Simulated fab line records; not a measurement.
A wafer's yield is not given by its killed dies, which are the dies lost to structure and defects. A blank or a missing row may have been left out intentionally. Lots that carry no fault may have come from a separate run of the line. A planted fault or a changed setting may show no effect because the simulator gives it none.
fab line records	flow sky130
record lots=24	wafers=72	last_day=50
route steps=708 shown CONTACT@430 METAL1@438 VIA2@510 METAL3@536 CAPM@537
lots that met no fault: from a run of the same line without faults
start_h: start of the lot's first displayed wafer, in hours after the record's first day	wait_h: hours elapsed since this lot's preceding step	" unchanged from the row above	L1.1+2: several wafers, shown together as one row	- no value, or no start was given	* or withheld: withheld	< > ~ a bound
route shown NAME@n: a module of which the file shows steps, and the number in the route of the first	usual: mean/standard deviation of fault-free wafers	same: alike in all rows	chamber/n: place in a boat	sites: per-site readings	_std_site: the values' standard deviation	_edge_site: the outer-site mean with the inner-site mean subtracted	radius_mm: for every site, how far away it sits from the centre of the wafer	mask NAME#n: copy n	behind: tool/chamber where the wafer was last shaped	hold: what put the lot on hold/how long, in hours/how the hold closed	device: names the non-switching transistor (n, p or np)	end of line: at the end of the route, the tests of the same wafers	step lacking rows: just its recipe	killed: at the first sort, the dies lost to defects and structure; wafer yield is something else	map: the dies of a wafer, with x for killed, . for not killed, _ for no die there
set.NAME: the run value of the setting; set.NAME@STEP: its run value at that earlier step	model.NAME: the simulator's own value behind a step, which no gauge read
one table for each step of the route and one row for each wafer, over a sample of lots
services: when a tool's chamber went out of use (start_h, in hours from the record's first day, below 0 if earlier), for how many hours, and the reason
## steps
# step SKY_CONTACT_CVD_24
# recipe material=W	target_thk_nm=340	time_s=102.12	temp_c=400	pressure_torr=40
# usual heater_power_w=764/45
lot.wafer	tool	chamber	start_h	wait_h	heater_power_w
L074.2	cvd_w-02	0	740.24	0.0	808
L074.3	"	1	"	"	755
L074.6	"	1	"	"	776
L075.1	cvd_w-01	1	745.19	0.0	693
L075.4	"	1	"	"	703
L075.6	"	1	"	"	686
L076.4	cvd_w-01	0	753.02	0.1	791
L076.5	"	1	"	"	700
L076.6	"	0	"	"	793
L077.1	cvd_w-01	1	759.00	0.0	702
L077.5	"	1	"	"	713
L077.6	"	0	"	"	784
L078.1	cvd_w-02	1	771.91	0.0	777
L078.4	"	0	"	"	822
L078.6	"	0	"	"	806
L080.2	cvd_w-01	0	785.60	0.0	806
L080.3	"	0	"	"	794
L080.6	"	0	"	"	788
L079.1	cvd_w-01	0	789.72	0.0	791
L079.2	"	1	"	"	699
L079.4	"	0	"	"	772
L081.1	cvd_w-02	0	799.92	0.0	834
L081.2	"	1	"	"	770
L081.3	"	0	"	"	792
L082.2	cvd_w-02	1	810.74	0.0	777
L082.3	"	0	"	"	819
L082.5	"	1	"	"	789
L083.1	cvd_w-01	1	819.99	0.0	686
L083.3	"	0	"	"	783
L083.5	"	1	"	"	705
L085.3	cvd_w-01	1	823.99	0.1	706
L085.4	"	0	"	"	780
L085.6	"	1	"	"	715
L084.1	cvd_w-02	0	824.05	0.0	828
L084.3	"	0	"	"	805
L084.6	"	1	"	"	771
L086.1	cvd_w-01	0	839.91	0.0	766
L086.4	"	0	"	"	788
L086.6	"	0	"	"	777
L087.3	cvd_w-01	1	848.31	0.1	725
L087.5	"	1	"	"	693
L087.6	"	0	"	"	792
L088.1	cvd_w-02	1	849.30	0.0	773
L088.5	"	0	"	"	813
L088.6	"	1	"	"	763
L089.1	cvd_w-01	1	858.24	0.0	708
L089.2	"	0	"	"	794
L089.4	"	1	"	"	702
L090.2	cvd_w-02	1	868.82	0.0	774
L090.3	"	0	"	"	841
L090.5	"	0	"	"	812
L091.2	cvd_w-01	1	869.77	0.0	714
L091.3	"	1	"	"	701
L091.6	"	0	"	"	803
L092.4	cvd_w-01	1	875.56	0.1	703
L092.5	"	1	"	"	692
L092.6	"	0	"	"	790
L093.3	cvd_w-01	0	887.17	0.1	804
L093.4	"	1	"	"	705
L093.6	"	0	"	"	782
L094.3	cvd_w-02	0	899.39	0.1	827
L094.4	"	1	"	"	777
L094.5	"	1	"	"	785
L095.3	cvd_w-01	1	902.19	0.1	711
L095.4	"	0	"	"	777
L095.6	"	1	"	"	695
L097.2	cvd_w-01	0	905.59	0.1	794
L097.3	"	0	"	"	773
L097.5	"	0	"	"	790
L096.2	cvd_w-01	1	909.10	0.0	710
L096.5	"	0	"	"	796
L096.6	"	1	"	"	706
# step SKY_METAL1_SPUTTER_04
# recipe material=TiN	target_thk_nm=70	power_w=6500	time_s=58.3	chamber_pressure_pa=0.4
# usual cathode_dc_power_W=6499.9/1.2	throttle_valve_pct=30.0/1.1
lot.wafer	tool	chamber	start_h	wait_h	cathode_dc_power_W	throttle_valve_pct
L074.2	pvd_sputter-04	-	740.92	0.0	6501.6	29.9
L074.3	"	-	"	"	6496.8	32.3
L074.6	"	-	"	"	6498.6	28.6
L075.1	pvd_sputter-04	-	745.88	0.0	6499.7	28.4
L075.4	"	-	"	"	6500.3	30.0
L075.6	"	-	"	"	6501.6	31.9
L076.4	pvd_sputter-02	-	753.67	0.0	6499.7	29.5
L076.5	"	-	"	"	6499.5	30.3
L076.6	"	-	"	"	6499.6	30.1
L077.1	pvd_sputter-01	-	759.68	0.0	6498.6	29.2
L077.5	"	-	"	"	6501.0	30.4
L077.6	"	-	"	"	6497.7	29.6
L078.1	pvd_sputter-02	-	772.59	0.0	6499.9	30.1
L078.4	"	-	"	"	6500.1	29.7
L078.6	"	-	"	"	6499.7	30.4
L080.2	pvd_sputter-01	-	786.28	0.0	6499.5	29.1
L080.3	"	-	"	"	6497.8	30.5
L080.6	"	-	"	"	6501.1	30.5
L079.1	pvd_sputter-04	-	790.40	0.0	6500.8	29.9
L079.2	"	-	"	"	6501.1	32.4
L079.4	"	-	"	"	6500.9	31.8
L081.1	pvd_sputter-02	-	800.70	0.0	6499.9	30.4
L081.2	"	-	"	"	6497.8	29.6
L081.3	"	-	"	"	6497.8	30.3
L082.2	pvd_sputter-02	-	811.42	0.0	6498.4	30.3
L082.3	"	-	"	"	6501.0	29.6
L082.5	"	-	"	"	6498.9	29.8
L083.1	pvd_sputter-04	-	820.67	0.0	6500.2	28.8
L083.3	"	-	"	"	6501.8	31.9
L083.5	"	-	"	"	6500.0	28.5
L085.3	pvd_sputter-01	-	824.63	0.0	6500.3	30.5
L085.4	"	-	"	"	6500.2	29.5
L085.6	"	-	"	"	6499.8	29.0
L084.1	pvd_sputter-02	-	824.73	0.0	6499.1	30.4
L084.3	"	-	"	"	6499.8	30.4
L084.6	"	-	"	"	6500.8	30.2
L086.1	pvd_sputter-04	-	840.59	0.0	6498.9	31.9
L086.4	"	-	"	"	6499.3	32.2
L086.6	"	-	"	"	6499.2	29.9
L087.3	pvd_sputter-01	-	848.96	0.0	6500.4	29.2
L087.5	"	-	"	"	6498.5	30.5
L087.6	"	-	"	"	6500.3	29.2
L088.1	pvd_sputter-01	-	849.98	0.0	6500.1	28.6
L088.5	"	-	"	"	6498.4	29.9
L088.6	"	-	"	"	6500.7	29.1
L089.1	pvd_sputter-01	-	858.92	0.0	6500.2	29.2
L089.2	"	-	"	"	6500.7	29.6
L089.4	"	-	"	"	6498.8	28.9
L090.2	pvd_sputter-02	-	869.51	0.0	6500.8	29.8
L090.3	"	-	"	"	6498.6	30.2
L090.5	"	-	"	"	6500.8	30.1
L091.2	pvd_sputter-01	-	870.46	0.0	6500.2	29.2
L091.3	"	-	"	"	6500.4	29.7
L091.6	"	-	"	"	6498.9	29.6
L092.4	pvd_sputter-02	-	876.21	0.0	6499.6	29.5
L092.5	"	-	"	"	6499.2	29.5
L092.6	"	-	"	"	6499.6	30.1
L093.3	pvd_sputter-04	-	887.82	0.0	6499.8	29.9
L093.4	"	-	"	"	6499.4	32.1
L093.6	"	-	"	"	6498.6	28.4
L094.3	pvd_sputter-04	-	900.03	0.0	6498.7	29.9
L094.4	"	-	"	"	6500.7	32.1
L094.5	"	-	"	"	6499.2	29.0
L095.3	pvd_sputter-01	-	902.83	0.0	6501.2	28.9
L095.4	"	-	"	"	6501.7	28.9
L095.6	"	-	"	"	6497.3	29.4
L097.2	pvd_sputter-04	-	906.35	0.0	6499.7	29.9
L097.3	"	-	"	"	6500.0	32.1
L097.5	"	-	"	"	6500.2	28.5
L096.2	pvd_sputter-02	-	909.78	0.0	6501.2	29.7
L096.5	"	-	"	"	6501.0	29.8
L096.6	"	-	"	"	6498.5	29.4
# step SKY_VIA2_BOW_MEAS_03
# recipe mode=bow
# usual VIA2_BOW=87/7.6
lot.wafer	tool	chamber	start_h	wait_h	VIA2_BOW[um]
L074.2	film_metro-03	-	826.05	0.2	80
L074.3	"	-	"	"	88
L074.6	"	-	"	"	80
L075.1	film_metro-01	-	830.13	0.1	88
L075.4	"	-	"	"	86
L075.6	"	-	"	"	96
L076.4	film_metro-01	-	839.14	0.3	101
L076.5	"	-	"	"	78
L076.6	"	-	"	"	88
L077.1	film_metro-03	-	844.15	0.2	88
L077.5	"	-	"	"	98
L077.6	"	-	"	"	87
L078.1	film_metro-01	-	856.43	0.2	77
L078.4	"	-	"	"	95
L078.6	"	-	"	"	84
L080.2	film_metro-01	-	870.65	0.2	83
L080.3	"	-	"	"	88
L080.6	"	-	"	"	86
L079.1	film_metro-02	-	874.76	0.1	93
L079.2	"	-	"	"	89
L079.4	"	-	"	"	77
L081.1	film_metro-02	-	883.52	0.2	79
L081.2	"	-	"	"	85
L081.3	"	-	"	"	88
L082.2	film_metro-01	-	894.08	0.2	101
L082.3	"	-	"	"	95
L082.5	"	-	"	"	92
L083.1	film_metro-02	-	902.67	0.1	81
L083.3	"	-	"	"	87
L083.5	"	-	"	"	90
L085.3	film_metro-03	-	906.77	0.3	97
L085.4	"	-	"	"	106
L085.6	"	-	"	"	95
L084.1	film_metro-03	-	907.09	0.2	89
L084.3	"	-	"	"	73
L084.6	"	-	"	"	80
L086.1	film_metro-01	-	922.38	0.2	78
L086.4	"	-	"	"	84
L086.6	"	-	"	"	77
L087.3	film_metro-02	-	930.54	0.2	80
L087.5	"	-	"	"	90
L087.6	"	-	"	"	97
L088.1	film_metro-03	-	932.25	0.1	90
L088.5	"	-	"	"	87
L088.6	"	-	"	"	80
L089.1	film_metro-01	-	939.51	0.2	80
L089.2	"	-	"	"	82
L089.4	"	-	"	"	74
L090.2	film_metro-01	-	949.43	0.2	81
L090.3	"	-	"	"	87
L090.5	"	-	"	"	78
L091.2	film_metro-02	-	949.98	0.3	101
L091.3	"	-	"	"	76
L091.6	"	-	"	"	87
L092.4	film_metro-03	-	957.22	0.3	96
L092.5	"	-	"	"	93
L092.6	"	-	"	"	94
L093.3	film_metro-03	-	967.40	0.2	69
L093.4	"	-	"	"	83
L093.6	"	-	"	"	79
L094.3	film_metro-02	-	978.88	0.2	71
L094.4	"	-	"	"	81
L094.5	"	-	"	"	101
L095.3	film_metro-02	-	982.10	0.3	90
L095.4	"	-	"	"	82
L095.6	"	-	"	"	75
L097.2	film_metro-03	-	984.31	0.3	75
L097.3	"	-	"	"	80
L097.5	"	-	"	"	81
L096.2	film_metro-02	-	987.15	0.2	88
L096.5	"	-	"	"	78
L096.6	"	-	"	"	96
# step SKY_VIA2_ETCH_14
# recipe chemistry=N2/H2	target=BARC	ion_energy_ev=200	source_w=500	bias_w=100	pressure_mtorr=30	n2_flow_sccm=100	h2_flow_sccm=200	stop_on=SiO2	time_s=45.9	target_depth_a=600
# usual drypump_motor_current_A=5.7/0.32	oes_product_au=0.854/0.0048	throttle_valve_pct=13.226/0.0085
lot.wafer	tool	chamber	start_h	wait_h	drypump_motor_current_A	oes_product_au	rf_hours_counter_h	throttle_valve_pct
L074.2	rie_diel-02	2	852.61	0.0	6.0	0.856	13	13.225
L074.3	"	3	"	"	4.8	0.854	16	13.227
L074.6	"	0	"	"	5.7	0.853	-	13.233
L075.1	rie_diel-02	3	856.46	0.0	4.8	0.851	16	13.219
L075.4	"	0	"	"	5.7	0.860	24	13.220
L075.6	"	0	"	"	5.7	0.856	-	13.230
L076.4	rie_diel-02	0	865.13	0.0	5.7	0.850	-	13.225
L076.5	"	3	"	"	4.8	0.851	-	13.220
L076.6	"	2	"	"	6.0	0.851	-	13.226
L077.1	rie_diel-04	3	870.06	0.0	5.6	0.847	13	13.218
L077.5	"	1	"	"	5.4	0.851	-	13.243
L077.6	"	0	"	"	6.2	0.856	-	13.223
L078.1	rie_diel-04	1	882.54	0.0	5.4	0.854	9	13.237
L078.4	"	2	"	"	6.1	0.865	4	13.228
L078.6	"	1	"	"	5.4	0.855	-	13.227
L080.2	rie_diel-02	0	896.51	0.0	5.7	0.850	25	13.229
L080.3	"	3	"	"	4.8	0.854	18	13.223
L080.6	"	0	"	"	5.7	0.860	-	13.235
L079.1	rie_diel-01	1	900.71	0.0	5.6	0.859	18	13.227
L079.2	"	3	"	"	5.8	0.860	5	13.223
L079.4	"	2	"	"	5.6	0.855	3	13.243
L081.1	rie_diel-01	0	909.31	0.0	6.0	0.850	24	13.218
L081.2	"	1	"	"	5.6	0.857	18	13.223
L081.3	"	2	"	"	5.6	0.850	3	13.216
L082.2	rie_diel-01	1	918.94	0.0	5.6	0.860	19	13.233
L082.3	"	3	"	"	5.8	0.852	6	13.235
L082.5	"	1	"	"	5.6	0.845	-	13.213
L083.1	rie_diel-01	2	928.21	0.0	5.6	0.852	3	13.211
L083.3	"	0	"	"	6.0	0.848	25	13.224
L083.5	"	2	"	"	5.6	0.849	-	13.222
L085.3	rie_diel-02	1	931.61	0.0	5.5	0.853	9	13.236
L085.4	"	0	"	"	5.7	0.854	27	13.232
L085.6	"	2	"	"	6.0	0.848	-	13.224
L084.1	rie_diel-01	1	932.51	0.0	5.6	0.852	19	13.228
L084.3	"	0	"	"	6.0	0.856	25	13.223
L084.6	"	1	"	"	5.6	0.853	-	13.223
L086.1	rie_diel-01	2	946.81	0.0	5.6	0.864	4	13.214
L086.4	"	0	"	"	6.0	0.851	25	13.232
L086.6	"	1	"	"	5.6	0.856	-	13.222
L087.3	rie_diel-01	0	955.81	0.0	6.0	0.857	25	13.231
L087.5	"	2	"	"	5.5	0.855	-	13.236
L087.6	"	0	"	"	6.0	0.849	-	13.235
L088.1	rie_diel-01	2	957.16	0.0	5.5	0.849	4	13.218
L088.5	"	0	"	"	6.0	0.864	-	13.228
L088.6	"	2	"	"	5.6	0.858	-	13.229
L089.1	rie_diel-01	1	964.16	0.0	5.6	0.859	20	13.222
L089.2	"	0	"	"	6.0	0.857	26	13.223
L089.4	"	0	"	"	6.0	0.858	-	13.223
L090.2	rie_diel-02	1	973.59	0.0	5.5	0.852	11	13.218
L090.3	"	3	"	"	4.8	0.858	21	13.253
L090.5	"	2	"	"	6.0	0.858	-	13.220
L091.2	rie_diel-01	1	973.66	0.0	5.6	0.847	20	13.223
L091.3	"	2	"	"	5.5	0.850	5	13.218
L091.6	"	0	"	"	6.0	0.853	-	13.241
L092.4	rie_diel-04	0	981.36	0.0	6.2	0.850	13	13.240
L092.5	"	3	"	"	5.6	0.865	-	13.231
L092.6	"	2	"	"	6.1	0.858	-	13.221
L093.3	rie_diel-01	2	991.28	0.0	5.6	0.851	-	13.229
L093.4	"	1	"	"	5.6	0.852	-	13.233
L093.6	"	1	"	"	5.6	0.850	-	13.224
L094.3	rie_diel-04	2	1002.34	0.0	6.1	0.852	8	13.241
L094.4	"	0	"	"	6.2	0.855	13	13.215
L094.5	"	3	"	"	5.6	0.849	-	13.221
L095.3	rie_diel-01	0	1006.01	0.0	6.0	0.856	27	13.223
L095.4	"	2	"	"	5.6	0.849	-	13.233
L095.6	"	1	"	"	5.6	0.839	-	13.219
L097.2	rie_diel-04	3	1007.81	0.0	5.6	0.851	16	13.224
L097.3	"	2	"	"	6.1	0.849	8	13.224
L097.5	"	2	"	"	6.1	0.854	-	13.215
L096.2	rie_diel-01	0	1010.06	0.0	6.0	0.856	27	13.220
L096.5	"	2	"	"	5.5	0.851	-	13.227
L096.6	"	1	"	"	5.6	0.854	-	13.225
# step SKY_METAL3_SPUTTER_04
# recipe material=TiN	target_thk_nm=70	power_w=6500	time_s=58.3	chamber_pressure_pa=0.4
# usual cathode_dc_power_W=6500.0/1.1	throttle_valve_pct=29.8/0.83
lot.wafer	tool	chamber	start_h	wait_h	cathode_dc_power_W	throttle_valve_pct
L074.2	pvd_sputter-01	-	854.34	0.0	6498.2	29.0
L074.3	"	-	"	"	6499.6	29.7
L074.6	"	-	"	"	6499.9	29.7
L075.1	pvd_sputter-01	-	857.93	0.0	6499.2	29.6
L075.4	"	-	"	"	6500.5	29.7
L075.6	"	-	"	"	6501.0	28.9
L076.4	pvd_sputter-02	-	866.59	0.0	6501.4	30.4
L076.5	"	-	"	"	6499.2	30.4
L076.6	"	-	"	"	6499.1	29.3
L077.1	pvd_sputter-01	-	871.54	0.0	6501.2	30.5
L077.5	"	-	"	"	6501.0	28.8
L077.6	"	-	"	"	6499.8	28.6
L078.1	pvd_sputter-02	-	884.02	0.0	6501.9	30.5
L078.4	"	-	"	"	6500.1	30.2
L078.6	"	-	"	"	6499.1	30.4
L080.2	pvd_sputter-04	-	898.00	0.0	6501.1	31.9
L080.3	"	-	"	"	6498.6	28.4
L080.6	"	-	"	"	6500.8	28.6
L079.1	pvd_sputter-02	-	902.20	0.0	6500.6	29.6
L079.2	"	-	"	"	6500.7	30.2
L079.4	"	-	"	"	6499.0	29.8
L081.1	pvd_sputter-02	-	910.80	0.0	6497.5	30.3
L081.2	"	-	"	"	6500.5	29.9
L081.3	"	-	"	"	6499.5	29.4
L082.2	pvd_sputter-04	-	920.57	0.0	6499.3	31.7
L082.3	"	-	"	"	6500.0	28.7
L082.5	"	-	"	"	6499.6	30.1
L083.1	pvd_sputter-01	-	929.69	0.0	6499.7	29.1
L083.3	"	-	"	"	6496.8	29.6
L083.5	"	-	"	"	6499.4	30.2
L085.3	pvd_sputter-01	-	933.37	0.0	6499.0	30.1
L085.4	"	-	"	"	6501.4	29.2
L085.6	"	-	"	"	6500.2	29.8
L084.1	pvd_sputter-04	-	933.99	0.0	6500.6	32.4
L084.3	"	-	"	"	6499.2	28.5
L084.6	"	-	"	"	6499.3	28.6
L086.1	pvd_sputter-02	-	948.29	0.0	6498.5	29.7
L086.4	"	-	"	"	6499.2	29.9
L086.6	"	-	"	"	6499.3	30.1
L087.3	pvd_sputter-01	-	957.57	0.0	6501.0	29.2
L087.5	"	-	"	"	6502.3	28.5
L087.6	"	-	"	"	6500.2	29.1
L088.1	pvd_sputter-02	-	959.13	0.0	6499.3	29.7
L088.5	"	-	"	"	6500.4	30.2
L088.6	"	-	"	"	6497.4	29.7
L089.1	pvd_sputter-02	-	965.64	0.0	6498.2	30.2
L089.2	"	-	"	"	6500.5	30.4
L089.4	"	-	"	"	6500.3	29.7
L090.2	pvd_sputter-01	-	975.09	0.0	6500.6	29.1
L090.3	"	-	"	"	6500.3	29.4
L090.5	"	-	"	"	6499.7	30.4
L091.2	pvd_sputter-02	-	975.17	0.0	6499.0	30.3
L091.3	"	-	"	"	6496.9	30.2
L091.6	"	-	"	"	6500.7	30.4
L092.4	pvd_sputter-02	-	982.88	0.0	6500.0	30.3
L092.5	"	-	"	"	6500.8	29.6
L092.6	"	-	"	"	6500.4	30.3
L093.3	pvd_sputter-01	-	992.83	0.0	6500.5	30.4
L093.4	"	-	"	"	6499.0	30.5
L093.6	"	-	"	"	6500.4	29.0
L094.3	pvd_sputter-01	-	1003.82	0.0	6499.6	29.1
L094.4	"	-	"	"	6500.2	29.7
L094.5	"	-	"	"	6499.3	30.4
L095.3	pvd_sputter-01	-	1007.49	0.0	6499.5	30.4
L095.4	"	-	"	"	6499.4	29.3
L095.6	"	-	"	"	6501.2	28.9
L097.2	pvd_sputter-02	-	1009.29	0.0	6501.8	30.1
L097.3	"	-	"	"	6499.5	29.5
L097.5	"	-	"	"	6500.9	30.3
L096.2	pvd_sputter-02	-	1011.54	0.0	6499.5	29.7
L096.5	"	-	"	"	6500.3	30.2
L096.6	"	-	"	"	6496.9	30.2
# step SKY_CAPM_CVD_00
# recipe material=SiO2	target_thk_nm=15.5	temp_c=400	time_s=withheld	rf_w=450
# usual heater_power_w=748/68
lot.wafer	tool	chamber	start_h	wait_h	heater_power_w
L074.2	pecvd-04	1	854.39	0.0	831
L074.3	"	0	"	"	832
L074.6	"	2	"	"	769
L075.1	pecvd-03	1	857.98	0.0	721
L075.4	"	1	"	"	695
L075.6	"	2	"	"	648
L076.4	pecvd-03	0	866.65	0.0	735
L076.5	"	1	"	"	734
L076.6	"	2	"	"	644
L077.1	pecvd-04	0	871.58	0.0	877
L077.5	"	1	"	"	881
L077.6	"	0	"	"	850
L078.1	pecvd-02	0	884.07	0.0	714
L078.4	"	0	"	"	720
L078.6	"	2	"	"	733
L080.2	pecvd-04	1	898.04	0.0	867
L080.3	"	0	"	"	815
L080.6	"	1	"	"	843
L079.1	pecvd-04	0	902.25	0.0	749
L079.2	"	2	"	"	882
L079.4	"	0	"	"	748
L081.1	pecvd-03	1	910.84	0.0	669
L081.2	"	2	"	"	714
L081.3	"	2	"	"	704
L082.2	pecvd-04	2	920.62	0.0	844
L082.3	"	1	"	"	785
L082.5	"	0	"	"	813
L083.1	pecvd-03	2	929.74	0.0	646
L083.3	"	0	"	"	784
L083.5	"	0	"	"	766
L085.3	pecvd-04	2	933.42	0.0	724
L085.4	"	2	"	"	752
L085.6	"	1	"	"	731
L084.1	pecvd-02	2	934.03	0.0	722
L084.3	"	0	"	"	673
L084.6	"	0	"	"	663
L086.1	pecvd-04	2	948.33	0.0	843
L086.4	"	0	"	"	818
L086.6	"	1	"	"	800
L087.3	pecvd-02	2	957.61	0.0	734
L087.5	"	2	"	"	728
L087.6	"	0	"	"	679
L088.1	pecvd-03	2	959.18	0.0	706
L088.5	"	2	"	"	695
L088.6	"	1	"	"	608
L089.1	pecvd-02	0	965.69	0.0	607
L089.2	"	2	"	"	674
L089.4	"	1	"	"	796
L090.2	pecvd-02	1	975.14	0.0	834
L090.3	"	0	"	"	610
L090.5	"	0	"	"	627
L091.2	pecvd-04	0	975.22	0.0	791
L091.3	"	1	"	"	794
L091.6	"	2	"	"	780
L092.4	pecvd-03	1	982.94	0.0	677
L092.5	"	0	"	"	747
L092.6	"	2	"	"	739
L093.3	pecvd-02	1	992.88	0.0	754
L093.4	"	1	"	"	732
L093.6	"	2	"	"	690
L094.3	pecvd-02	2	1003.88	0.0	722
L094.4	"	1	"	"	762
L094.5	"	2	"	"	719
L095.3	pecvd-03	0	1007.54	0.0	756
L095.4	"	2	"	"	693
L095.6	"	0	"	"	752
L097.2	pecvd-04	0	1009.34	0.0	849
L097.3	"	2	"	"	809
L097.5	"	2	"	"	781
L096.2	pecvd-04	2	1011.59	0.0	770
L096.5	"	2	"	"	774
L096.6	"	0	"	"	817
## services
tool	chamber	start_h	hours	kind
pvd_sputter-01	-	716.26	9.7	repair
pecvd-04	2	717.17	12.1	repair
rie_diel-01	-	722.88	0.5	repair
cvd_w-01	-	747.34	0.3	repair
pvd_sputter-01	-	749.28	1.8	repair
rie_diel-01	1	770.24	3.1	repair
pvd_sputter-04	-	803.40	4.0	repair
pvd_sputter-02	-	844.33	19.4	repair
pvd_sputter-04	-	845.46	28.6	repair
rie_diel-01	-	845.61	15.4	repair
pvd_sputter-01	-	850.76	3.4	repair
pvd_sputter-04	-	851.05	4.3	repair
pvd_sputter-02	-	854.44	0.8	repair
rie_diel-01	3	891.22	4.3	repair
cvd_w-01	1	905.00	2.7	repair
pecvd-04	-	905.97	0.7	repair
pvd_sputter-04	-	945.47	49.1	repair
rie_diel-01	3	947.52	70.4	repair
cvd_w-01	1	953.36	3.8	repair
pvd_sputter-04	-	965.70	6.0	repair
rie_diel-01	0	976.53	17.7	repair
cvd_w-01	-	982.60	1.0	repair
pvd_sputter-01	-	983.36	9.2	repair
pecvd-04	1	986.23	5.4	repair
## key
fault none
